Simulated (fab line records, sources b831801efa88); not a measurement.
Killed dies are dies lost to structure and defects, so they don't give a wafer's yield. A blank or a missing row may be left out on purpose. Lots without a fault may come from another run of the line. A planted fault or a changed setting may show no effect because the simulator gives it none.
fab line records | flow sky130
record lots=5 wafers=13 last_day=50
route steps=708 shown VT_ADJUST_PCH@151 SONOS_TUNNEL@154 SONOS_ONO@168 GATE_OXIDE@187 LI_CONTACT@384 PAD_OPEN@708
lots that met no fault: from a run of the same line without faults
start_h: hours from the record's first day to the start of the lot's first wafer shown | wait_h: hours since the lot's step before | " the same as in the row above | L1.1+2: a row that stands for several wafers | - no value, or no start given | * or withheld: withheld | < > ~ a bound
route shown NAME@n: a module of which the file shows steps, and the number in the route of the first | usual: mean/standard deviation of fault-free wafers | same: alike in all rows | chamber/n: place in a boat | sites: the reading at each site | _std_site: their standard deviation | _edge_site: outer sites' mean less inner sites' | radius_mm: how far each site lies from the wafer's centre | mask NAME#n: copy n | behind: the tool/chamber that last shaped the wafer | hold: why the lot was held/for how many hours/how that ended | device: the transistor (n, p or np) that didn't switch | end of line: the same wafers' tests at the end of the route | a step without rows: its recipe alone | killed: dies lost to structure and defects at the first sort, not the wafer's yield | map: a wafer's dies, x killed, . not, _ none there
set.NAME: the setting as run; set.NAME@STEP: as run at that earlier step | model.NAME: the simulator's own value behind a step, which no gauge read
lots at some steps of the route; a table a step, a row a wafer
services: from which hour (start_h, from the record's first day; less than 0 if before it) a tool's chamber was out of use, for how many hours, and why
## steps
# step SKY_VT_ADJUST_PCH_IMPLANT_08
# recipe species=B energy_kev=10 dose_cm2=5e+11 tilt_deg=withheld
# step SKY_VT_ADJUST_PCH_STRIP_09
# recipe chemistry=O2/N2 power_w=1400 pressure_mtorr=1500 platen_temp_c=withheld o2_flow_sccm=3000 n2_flow_sccm=300 overash_fraction=0.5
# usual drypump_motor_current_A=5.6/0.5 oes_product_au=0.722/0.0043 strip_time_to_endpoint_s=36.87/0.11
# columns lot.wafer tool chamber start_h wait_h drypump_motor_current_A oes_product_au rf_hours_counter_h strip_time_to_endpoint_s
L925.2 plasma_asher-03 1 289.14 0.1 5.4 0.718 60 36.92
L931.2 plasma_asher-01 0 325.03 0.1 5.2 0.730 63 36.73
L931.4 " 1 " " 5.4 0.722 - 36.90
L931.5 " 0 " " 5.2 0.726 - 36.67
L938.1 plasma_asher-03 1 371.34 0.1 5.4 0.721 68 36.81
L938.3 " 1 " " 5.4 0.719 - 36.94
L938.5 " 0 " " 6.4 0.726 - 36.86
L940.1 plasma_asher-03 0 384.89 0.1 6.5 0.725 70 36.99
L940.3 " 0 " " 6.4 0.722 - 36.96
L940.5 " 1 " " 5.4 0.727 - 36.84
L941.2 plasma_asher-01 1 392.14 0.1 5.4 0.720 69 36.84
L941.5 " 0 " " 5.2 0.720 - 36.79
L941.6 " 1 " " 5.4 0.725 - 36.87
# step SKY_VT_ADJUST_PCH_TW_MEAS_10
# usual VT_ADJUST_PCH_TW=144.2/1.2
# columns lot.wafer tool chamber start_h wait_h VT_ADJUST_PCH_TW
L925.2 film_metro-02 - 289.25 0.1 143.2
L931.2 film_metro-01 - 325.14 0.1 142.9
L931.4 " - " " 141.4
L931.5 " - " " 141.9
L938.1 film_metro-03 - 371.44 0.1 144.4
L938.3 " - " " 145.3
L938.5 " - " " 144.3
L940.1 film_metro-02 - 384.99 0.1 144.9
L940.3 " - " " 144.2
L940.5 " - " " 145.2
L941.2 film_metro-02 - 392.25 0.1 143.5
L941.5 " - " " 144.3
L941.6 " - " " 144.9
# step SKY_SONOS_TUNNEL_DEHYDRATE_00
# recipe temp_c=200 time_s=60
# step SKY_SONOS_TUNNEL_HMDS_01
# recipe prime_time_s=60 prime_temp_c=120
# step SKY_SONOS_TUNNEL_COAT_02
# recipe resist=NOVOLAK spin_rpm=3000 resist_thk_nm=1140
# step SKY_SONOS_TUNNEL_SOFTBAKE_03
# recipe temp_c=90 time_s=60 resist=NOVOLAK
# step SKY_SONOS_TUNNEL_EXPOSE_04
# recipe mask_id=TUNM na=0.6 source_shape=conventional sigma_outer=0.6 polarization=unpolarized target_cd_nm=410 dose_mj=136
# step SKY_SONOS_TUNNEL_PEB_05
# recipe temp_c=withheld time_s=* resist=NOVOLAK
# step SKY_SONOS_TUNNEL_DEVELOP_06
# recipe resist=NOVOLAK developer=TMAH develop_time_s=60 dev_temp_c=23
# step SKY_SONOS_TUNNEL_CD_MEAS_07
# recipe target_cd_nm=410
# usual cd_nm=410.4/2
# columns lot.wafer tool chamber start_h wait_h cd_nm
L925.2 cd_sem-02 - 314.93 0.1 414.0
L931.2 cd_sem-02 - 351.98 0.1 409.7
L931.4 " - " " 407.6
L931.5 " - " " 408.8
L938.1 cd_sem-01 - 398.70 0.1 413.7
L938.3 " - " " 412.3
L938.5 " - " " 412.2
L940.1 cd_sem-02 - 413.36 0.1 409.2
L940.3 " - " " 411.4
L940.5 " - " " 410.7
L941.2 cd_sem-02 - 421.88 0.1 414.0
L941.5 " - " " 413.1
L941.6 " - " " 413.6
# step SKY_SONOS_TUNNEL_OVL_MEAS_08
# usual SONOS_TUNNEL_OVL=-0.2/1.4
# columns lot.wafer tool chamber start_h wait_h SONOS_TUNNEL_OVL[nm]
L925.2 overlay-02 - 315.04 0.1 -0.7
L931.2 overlay-02 - 352.08 0.1 -0.9
L931.4 " - " " -2.2
L931.5 " - " " -3.2
L938.1 overlay-01 - 398.82 0.1 -0.7
L938.3 " - " " -0.2
L938.5 " - " " 1.1
L940.1 overlay-02 - 413.48 0.1 3.8
L940.3 " - " " 2.2
L940.5 " - " " 1.7
L941.2 overlay-01 - 421.98 0.1 0.5
L941.5 " - " " -0.4
L941.6 " - " " 0.3
# step SKY_SONOS_TUNNEL_IMPLANT_09
# recipe species=B energy_kev=20 dose_cm2=1e+12 tilt_deg=withheld
# usual beam_energy_keV=19.998/0.0061
# columns lot.wafer tool chamber start_h wait_h beam_energy_keV
L925.2 implanter-01 0 315.09 0.0 19.995
L931.2 implanter-04 0 352.14 0.0 19.997
L931.4 " 0 " " 19.999
L931.5 " 0 " " 19.994
L938.1 implanter-02 0 398.86 0.0 19.994
L938.3 " 0 " " 19.997
L938.5 " 0 " " 20.000
L940.1 implanter-01 0 413.51 0.0 20.004
L940.3 " 0 " " 20.000
L940.5 " 0 " " 19.995
L941.2 implanter-02 0 422.04 0.0 20.004
L941.5 " 0 " " 19.998
L941.6 " 0 " " 20.002
# step SKY_SONOS_TUNNEL_WET_ETCH_10
# recipe chemistry=dHF target_depth_nm=14 target=SiO2 dilution=100:1 temp_c=25 time_s=280
# step SKY_SONOS_TUNNEL_STRIP_11
# recipe chemistry=SPM time_s=600 temp_c=130
# step SKY_SONOS_TUNNEL_TW_MEAS_12
# usual SONOS_TUNNEL_TW=199.0/1.9
# columns lot.wafer tool chamber start_h wait_h SONOS_TUNNEL_TW
L925.2 film_metro-01 - 315.50 0.0 194.5
L931.2 film_metro-03 - 352.59 0.0 201.2
L931.4 " - " " 202.0
L931.5 " - " " 201.2
L938.1 film_metro-03 - 399.28 0.0 200.4
L938.3 " - " " 201.2
L938.5 " - " " 199.9
L940.1 film_metro-03 - 413.93 0.0 200.3
L940.3 " - " " 201.3
L940.5 " - " " 201.8
L941.2 film_metro-03 - 422.44 0.0 201.1
L941.5 " - " " 201.9
L941.6 " - " " 201.3
# step SKY_SONOS_TUNNEL_CLEAN_13
# recipe chemistry=dHF time_s=20 dilution=100:1 dry=ipa_marangoni
# step SKY_SONOS_ONO_OXIDATION_00
# recipe temp_c=800 ambient=O2 idle_temp_c=700 ramp_up_c_per_min=10 ramp_down_c_per_min=3 stabilise_s=600 purge_s=300 target_thk_a=26 ox_time_s=1249
# step SKY_SONOS_ONO_THK_MEAS_01
# recipe reads=SiO2_of_SONOS_ONO_OXIDATION_00
# usual SONOS_ONO_OXIDATION_THK=2.59/0.053
# columns lot.wafer tool chamber start_h wait_h SONOS_ONO_OXIDATION_THK[nm]
L925.2 film_metro-01 - 317.36 0.0 2.65
L931.2 film_metro-02 - 354.16 0.0 2.60
L931.4 " - " " 2.59
L931.5 " - " " 2.53
L938.1 film_metro-02 - 401.87 0.0 2.58
L938.3 " - " " 2.55
L938.5 " - " " 2.63
L940.1 film_metro-04 - 415.36 0.0 2.61
L940.3 " - " " 2.60
L940.5 " - " " 2.62
L941.2 film_metro-04 - 423.97 0.0 2.63
L941.5 " - " " 2.56
L941.6 " - " " 2.63
# step SKY_SONOS_ONO_CVD_02
# recipe material=Si3N4 precursor=DCS/NH3 target_thk_nm=10.5 temp_c=770 time_s=180 pressure_mtorr=250
# step SKY_SONOS_ONO_THK_MEAS_03
# recipe reads=Si3N4_of_SONOS_ONO_CVD_02
# usual SONOS_ONO_CVD_02_THK=10.56/0.12
# columns lot.wafer tool chamber start_h wait_h SONOS_ONO_CVD_02_THK[nm]
L925.2 film_metro-02 - 319.54 0.0 10.65
L931.2 film_metro-02 - 355.27 0.0 10.52
L931.4 " - " " 10.48
L931.5 " - " " 10.56
L938.1 film_metro-01 - 402.98 0.0 10.58
L938.3 " - " " 10.59
L938.5 " - " " 10.68
L940.1 film_metro-04 - 417.92 0.0 10.55
L940.3 " - " " 10.57
L940.5 " - " " 10.57
L941.2 film_metro-02 - 427.16 0.0 10.67
L941.5 " - " " 10.60
L941.6 " - " " 10.58
# step SKY_SONOS_ONO_CVD_04
# recipe material=SiO2 precursor=SiH4/N2O target_thk_nm=5.7199 temp_c=900 pressure_mtorr=400
# step SKY_SONOS_ONO_THK_MEAS_05
# recipe reads=SiO2_of_SONOS_ONO_CVD_04
# usual SONOS_ONO_CVD_04_THK=5.68/0.11
# columns lot.wafer tool chamber start_h wait_h SONOS_ONO_CVD_04_THK[nm]
L925.2 film_metro-04 - 320.85 0.0 5.80
L931.2 film_metro-04 - 356.58 0.0 5.58
L931.4 " - " " 5.74
L931.5 " - " " 5.63
L938.1 film_metro-01 - 404.29 0.0 5.79
L938.3 " - " " 5.84
L938.5 " - " " 5.95
L940.1 film_metro-01 - 419.23 0.0 5.76
L940.3 " - " " 5.62
L940.5 " - " " 5.65
L941.2 film_metro-01 - 436.96 0.0 5.76
L941.5 " - " " 5.83
L941.6 " - " " 5.69
# step SKY_SONOS_ONO_DEHYDRATE_06
# recipe temp_c=200 time_s=60
# step SKY_SONOS_ONO_HMDS_07
# recipe prime_time_s=60 prime_temp_c=120
# step SKY_SONOS_ONO_COAT_08
# recipe resist=NOVOLAK spin_rpm=3000 resist_thk_nm=1140
# step SKY_SONOS_ONO_SOFTBAKE_09
# recipe temp_c=90 time_s=60 resist=NOVOLAK
# step SKY_SONOS_ONO_EXPOSE_10
# recipe mask_id=ONOM target_cd_nm=410 na=0.6 source_shape=conventional sigma_outer=0.6 dose_mj=150
# step SKY_SONOS_ONO_PEB_11
# recipe temp_c=withheld time_s=* resist=NOVOLAK
# step SKY_SONOS_ONO_DEVELOP_12
# recipe develop_time_s=60 dev_temp_c=23
# step SKY_SONOS_ONO_CD_MEAS_13
# recipe target_cd_nm=410
# usual cd_nm=409.7/2.3
# columns lot.wafer tool chamber start_h wait_h cd_nm
L925.2 cd_sem-02 - 347.78 0.1 414.7
L931.2 cd_sem-02 - 385.04 0.1 408.8
L931.4 " - " " 405.7
L931.5 " - " " 406.8
L938.1 cd_sem-02 - 434.32 0.1 408.5
L938.3 " - " " 408.5
L938.5 " - " " 408.2
L940.1 cd_sem-01 - 449.76 0.1 409.3
L940.3 " - " " 408.2
L940.5 " - " " 409.4
L941.2 cd_sem-01 - 467.99 0.1 414.0
L941.5 " - " " 410.9
L941.6 " - " " 410.9
# step SKY_SONOS_ONO_OVL_MEAS_14
# usual SONOS_ONO_OVL=0.0/1.3
# columns lot.wafer tool chamber start_h wait_h SONOS_ONO_OVL[nm]
L925.2 overlay-02 - 347.89 0.1 0.0
L931.2 overlay-02 - 385.16 0.1 -0.5
L931.4 " - " " -1.5
L931.5 " - " " -0.7
L938.1 overlay-02 - 434.44 0.1 0.4
L938.3 " - " " -0.5
L938.5 " - " " -3.0
L940.1 overlay-02 - 449.88 0.1 1.0
L940.3 " - " " -1.0
L940.5 " - " " 0.3
L941.2 overlay-01 - 468.10 0.1 1.9
L941.5 " - " " 2.3
L941.6 " - " " 1.4
# step SKY_SONOS_ONO_ETCH_15
# recipe target_depth_nm=19.52 chemistry=CHF3/O2 source_w=600 bias_w=200 pressure_mtorr=40 chf3_flow_sccm=50 O2_flow_sccm=5 time_s=7.8
# usual drypump_motor_current_A=5.7/0.38 oes_product_au=0.999/0.0086 rf_fwd_power_W=587.8/2.4 throttle_valve_pct=8.825/0.0097
# columns lot.wafer tool chamber start_h wait_h drypump_motor_current_A oes_product_au rf_fwd_power_W rf_hours_counter_h throttle_valve_pct
L925.2 rie_diel-03 0 347.92 0.0 6.5 0.995 590.2 77 8.824
L931.2 rie_diel-02 1 385.19 0.0 5.5 1.011 586.8 6 8.850
L931.4 " 2 " " 5.7 1.001 588.0 101 8.815
L931.5 " 3 " " 5.9 1.005 587.5 - 8.812
L938.1 rie_diel-01 1 434.48 0.0 5.8 0.996 584.7 4 8.823
L938.3 " 3 " " 6.0 0.992 589.4 7 8.835
L938.5 " 1 " " 5.8 1.004 582.7 - 8.824
L940.1 rie_diel-03 3 449.91 0.0 5.8 1.007 586.2 7 8.826
L940.3 " 2 " " 5.2 0.995 584.9 1 8.831
L940.5 " 2 " " 5.2 0.990 583.3 - 8.816
L941.2 rie_diel-03 3 468.13 0.0 5.7 1.000 587.0 7 8.842
L941.5 " 2 " " 5.2 0.994 585.5 - 8.839
L941.6 " 3 " " 5.7 1.010 585.5 - 8.817
# step SKY_SONOS_ONO_WET_ETCH_16
# recipe chemistry=dHF target_depth_nm=14 dry=n2_spin target=SiO2 dilution=100:1 temp_c=25 time_s=280
# step SKY_SONOS_ONO_STRIP_17
# recipe chemistry=O2/N2 power_w=1400 pressure_mtorr=1500 platen_temp_c=withheld o2_flow_sccm=3000 n2_flow_sccm=300 overash_fraction=0.5
# usual drypump_motor_current_A=5.7/0.34 oes_product_au=0.710/0.0043 strip_time_to_endpoint_s=14.12/0.044
# columns lot.wafer tool chamber start_h wait_h drypump_motor_current_A oes_product_au rf_hours_counter_h strip_time_to_endpoint_s
L925.2 plasma_asher-01 0 348.02 0.0 5.2 0.708 65 14.11
L931.2 plasma_asher-01 0 385.39 0.0 5.2 0.707 68 14.09
L931.4 " 1 " " 5.4 0.710 - 14.06
L931.5 " 0 " " 5.2 0.712 - 14.04
L938.1 plasma_asher-01 1 434.59 0.0 5.5 0.710 0 14.07
L938.3 " 0 " " 5.2 0.705 - 14.06
L938.5 " 1 " " 5.5 0.705 - 14.08
L940.1 plasma_asher-04 0 450.02 0.0 5.7 0.711 33 14.14
L940.3 " 1 " " 5.8 0.714 - 14.09
L940.5 " 0 " " 5.6 0.708 - 14.06
L941.2 plasma_asher-03 1 468.24 0.0 5.4 0.711 78 14.10
L941.5 " 0 " " 6.4 0.712 - 14.04
L941.6 " 1 " " 5.4 0.711 - 14.07
# step SKY_SONOS_ONO_WET_ETCH_18
# recipe chemistry=H3PO4 target_depth_nm=15 target=Si3N4 temp_c=160 time_s=172
# step SKY_GATE_OXIDE_CLEAN_00
# recipe chemistry=SC1/SC2 mix=1:4:20 temp_c=70 time_s=150 dry=n2_spin
# step SKY_GATE_OXIDE_OXIDATION_01
# recipe temp_c=900 ambient=O2 stabilise_s=600 purge_s=300 target_thk_a=102.68 ox_time_s=1473
# step SKY_GATE_OXIDE_THK_MEAS_02
# recipe reads=SiO2_of_GATE_OXIDE_OXIDATION_01
# usual GATE_OXIDE_OXIDATION_00_THK=10.26/0.16
# columns lot.wafer tool chamber start_h wait_h GATE_OXIDE_OXIDATION_00_THK[nm]
L925.2 film_metro-02 - 350.63 0.0 9.90
L931.2 film_metro-02 - 388.15 0.0 10.21
L931.4 " - " " 10.20
L931.5 " - " " 10.21
L938.1 film_metro-03 - 437.14 0.1 10.40
L938.3 " - " " 10.27
L938.5 " - " " 10.53
L940.1 film_metro-04 - 451.64 0.0 10.15
L940.3 " - " " 10.29
L940.5 " - " " 10.26
L941.2 film_metro-03 - 470.85 0.0 10.44
L941.5 " - " " 10.53
L941.6 " - " " 10.43
# step SKY_GATE_OXIDE_DEHYDRATE_03
# recipe temp_c=200 time_s=60
# step SKY_GATE_OXIDE_HMDS_04
# recipe prime_time_s=60 prime_temp_c=120
# step SKY_GATE_OXIDE_COAT_05
# recipe resist=NOVOLAK spin_rpm=3000 resist_thk_nm=1140
# step SKY_LI_CONTACT_RS_MEAS_22
# recipe thk_meas_gauge=four-point-probe reads=W_of_LI_CONTACT_CVD_21+TiN_of_LI_CONTACT_SPUTTER_20+Ti_of_LI_CONTACT_SPUTTER_19
# usual LI_CONTACT_W_RS=0.286/0.0044
# columns lot.wafer tool chamber start_h wait_h hold LI_CONTACT_W_RS[ohm/sq]
L925.2 film_metro-02 - 742.67 0.1 await_dispo/0.2h/release 0.282
L925.2 film_metro-02 - 742.96 0.3 - 0.282
L931.2 film_metro-01 - 778.77 0.1 - 0.292
L931.4 " - " " - 0.291
L931.5 " - " " - 0.293
L938.1 film_metro-02 - 824.15 0.1 - 0.292
L938.3 " - " " - 0.286
L938.5 " - " " - 0.291
L940.1 film_metro-02 - 834.97 0.1 - 0.284
L940.3 " - " " - 0.285
L940.5 " - " " - 0.285
L941.2 film_metro-02 - 852.15 0.1 - 0.283
L941.5 " - " " - 0.287
L941.6 " - " " - 0.283
# step SKY_LI_CONTACT_THK_MEAS_23
# recipe thk_meas_gauge=xrf reads=W_of_LI_CONTACT_CVD_21
# usual LI_CONTACT_W_THK=403/7.7
# columns lot.wafer tool chamber start_h wait_h hold LI_CONTACT_W_THK[nm]
L925.2 film_metro-02 - 747.44 4.5 await_dispo/0.2h/release 415
L925.2 film_metro-02 - 747.66 0.2 - 413
L931.2 film_metro-01 - 778.88 0.1 - 391
L931.4 " - " " - 393
L931.5 " - " " - 390
L938.1 film_metro-02 - 824.27 0.1 - 398
L938.3 " - " " - 408
L938.5 " - " " - 400
L940.1 film_metro-02 - 835.09 0.1 - 409
L940.3 " - " " - 409
L940.5 " - " " - 409
L941.2 film_metro-02 - 852.26 0.1 - 411
L941.5 " - " " - 407
L941.6 " - " " - 410
# step SKY_PAD_OPEN_PROBE_99
# usual killed_at_M0_to_M3=42/7.1 killed_at_M4_up=3.3/1.9 killed_at_contacts=24/5 killed_at_front_end=15/4.7 killed_at_other=0.3/0.61 killed_dies=86/9.6 killed_on_rim=17/3.8 killed_open=47/7.5 killed_short=38/6.6
# same gross_dies=492 killed_at_back_side=0
# columns lot.wafer tool chamber start_h wait_h killed_at_M0_to_M3 killed_at_M4_up killed_at_contacts killed_at_front_end killed_at_other killed_dies killed_on_rim killed_open killed_short model.etest.tip_sonos.rs_ohm_sq_range
L925.2 prober-01 - 1124.90 0.1 44 5 19 13 0 81 14 41 40 57.03
L931.2 prober-02 - 1151.07 0.1 44 7 24 13 0 88 17 50 38 49.48
L931.4 prober-02 - 1151.17 0.2 51 8 25 12 0 96 19 56 40 25.26
L931.5 prober-02 - 1151.22 0.2 34 7 21 8 1 71 12 35 36 44.12
L938.1 prober-01 - 1181.24 0.1 42 2 29 14 1 88 14 50 35 61.07
L938.3 prober-01 - 1181.34 0.2 46 3 16 17 1 83 18 39 40 38.16
L938.5 prober-01 - 1181.44 0.2 31 2 25 14 1 73 13 38 33 29.49
L940.1 prober-01 - 1187.08 0.1 35 5 22 11 0 73 14 36 37 16.38
L940.3 prober-01 - 1187.18 0.2 45 7 20 12 0 84 20 44 40 31.85
L940.5 prober-01 - 1187.28 0.2 28 3 16 13 0 60 13 29 31 32.01
L941.2 prober-02 - 1198.18 0.1 39 3 27 21 3 93 20 51 39 46.71
L941.5 prober-02 - 1198.33 0.2 43 5 17 20 1 86 21 33 52 24.67
L941.6 prober-02 - 1198.38 0.2 40 7 21 26 2 96 16 49 45 29.6
# killed by level:class
L925.2 CONTACT:geometric_particle:open=8 VIA1:geometric_particle:open=8 VIA1:geometric_particle:short=7 VIA2:geometric_particle:open=6 VIA3:geometric_particle:open=6 LI_CONTACT:geometric_particle:open=4 VIA3:geometric_particle:short=4 METAL2:geometric_particle:short=4
L931.2 CONTACT:geometric_particle:open=10 VIA1:geometric_particle:open=8 VIA2:geometric_particle:open=8 LI_CONTACT:geometric_particle:open=6 CONTACT:geometric_particle:short=6 VIA2:geometric_particle:short=6 METAL4:geometric_particle:short=6 METAL2:geometric_particle:short=5
L931.4 VIA1:geometric_particle:open=13 VIA2:geometric_particle:open=9 CONTACT:geometric_particle:open=8 LI_CONTACT:geometric_particle:open=7 VIA3:geometric_particle:open=7 CONTACT:geometric_particle:short=6 METAL3:geometric_particle:short=5 METAL2:geometric_particle:short=4
L931.5 CONTACT:geometric_particle:open=10 VIA2:geometric_particle:open=8 CONTACT:geometric_particle:short=7 VIA1:geometric_particle:open=7 METAL4:geometric_particle:short=6 VIA1:geometric_particle:short=5 VIA3:geometric_particle:open=4 FIELD_ISO:geometric_particle:short=3
L938.1 CONTACT:geometric_particle:open=16 VIA1:geometric_particle:open=12 VIA2:geometric_particle:open=8 VIA1:geometric_particle:short=7 METAL1:geometric_particle:short=6 FIELD_ISO:geometric_particle:short=5 LI_CONTACT:geometric_particle:open=4 VIA3:geometric_particle:open=4
L938.3 METAL1:geometric_particle:short=11 VIA1:geometric_particle:open=11 LI_CONTACT:geometric_particle:open=7 VIA2:geometric_particle:open=6 VIA1:geometric_particle:short=5 FIELD_ISO:geometric_particle:short=4 METAL3:geometric_particle:short=4 FIELD_ISO:geometric_particle:open=3
L938.5 CONTACT:geometric_particle:open=10 LI_CONTACT:geometric_particle:open=8 VIA1:geometric_particle:short=6 VIA2:geometric_particle:open=6 FIELD_ISO:geometric_particle:short=5 VIA1:geometric_particle:open=5 CONTACT:geometric_particle:short=4 METAL1:geometric_particle:short=4
L940.1 CONTACT:geometric_particle:open=11 METAL1:geometric_particle:short=8 LI_CONTACT:geometric_particle:open=6 VIA1:geometric_particle:open=6 VIA1:geometric_particle:short=5 METAL4:geometric_particle:short=5 METAL2:geometric_particle:short=5 VIA2:geometric_particle:open=4
L940.3 VIA1:geometric_particle:open=10 METAL4:geometric_particle:short=6 LI_CONTACT:geometric_particle:open=6 CONTACT:geometric_particle:open=5 VIA1:geometric_particle:short=5 METAL2:geometric_particle:short=5 VIA2:geometric_particle:short=5 VIA2:geometric_particle:open=5
L940.5 LI_CONTACT:geometric_particle:open=7 CONTACT:geometric_particle:open=6 VIA3:geometric_particle:open=5 POLY_GATE:geometric_particle:short=4 VIA1:geometric_particle:open=4 METAL2:geometric_particle:short=4 METAL3:geometric_particle:short=4 POLY_GATE:geometric_particle:open=3
L941.2 CONTACT:geometric_particle:open=10 LI_CONTACT:geometric_particle:open=7 VIA2:geometric_particle:open=7 VIA3:geometric_particle:open=7 POLY_GATE:geometric_particle:short=6 METAL2:geometric_particle:short=6 FIELD_ISO:geometric_particle:open=5 POLY_GATE:geometric_particle:open=5
L941.5 VIA1:geometric_particle:short=8 FIELD_ISO:geometric_particle:short=7 METAL1:geometric_particle:short=7 VIA2:geometric_particle:open=7 POLY_GATE:geometric_particle:short=6 POLY_GATE:geometric_particle:open=6 CONTACT:geometric_particle:short=5 VIA3:geometric_particle:open=5
L941.6 LI_CONTACT:geometric_particle:open=9 POLY_GATE:geometric_particle:short=8 POLY_GATE:geometric_particle:open=8 VIA2:geometric_particle:open=8 VIA1:geometric_particle:open=7 FIELD_ISO:geometric_particle:short=5 METAL1:geometric_particle:short=5 METAL2:geometric_particle:short=5
## services
# columns tool chamber start_h hours kind
implanter-01 - 294.89 3.4 pm
implanter-02 - 296.90 1.8 repair
rie_diel-03 1 321.53 4.0 repair
implanter-04 - 328.60 8.0 repair
plasma_asher-04 - 337.48 2.8 pm
plasma_asher-01 - 362.56 11.4 repair
rie_diel-03 2 368.59 - clean
plasma_asher-01 - 368.78 1.1 repair
rie_diel-03 0 400.67 23.0 repair
rie_diel-03 2 406.06 12.8 repair
rie_diel-02 1 408.11 4.5 repair
implanter-02 - 408.44 1.4 repair
implanter-04 - 415.19 12.2 pm
plasma_asher-01 - 421.25 9.0 pm
plasma_asher-01 0 421.25 9.0 vent_cycle
plasma_asher-01 1 421.25 9.0 vent_cycle
implanter-04 - 427.80 2.4 repair
rie_diel-02 2 429.40 - clean
rie_diel-02 2 429.40 28.6 scheduled_down
plasma_asher-01 0 430.25 - clean
plasma_asher-01 1 430.25 - clean
rie_diel-01 0 437.99 1.4 repair
rie_diel-02 3 441.64 8.4 repair
implanter-04 - 444.88 1.0 repair
## key
first_sign none at tools or gauges
model_effect step=SKY_PAD_OPEN_PROBE_99 value=etest.tip_sonos.rs_ohm_sq_range without=27.94 struck=57.03
met_at SKY_SONOS_TUNNEL_IMPLANT_09
struck_wafers L925.2
tester_left_out L925
fault kind=process_parameter_drift tool=implanter-01 chamber=- onset_h=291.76 steps=SKY_SONOS_TUNNEL_IMPLANT_09 channel=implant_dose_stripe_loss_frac offset=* shape=step end_h=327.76 scope=struck_wafers_only
# tester_left_out: of these lots the tester's yield and bins aren't shown, on N5 and GAA mostly nor the transistor test; their killed dies are dies lost to structure and defects alone, not to doping, threshold or leakage, so they don't give the yield
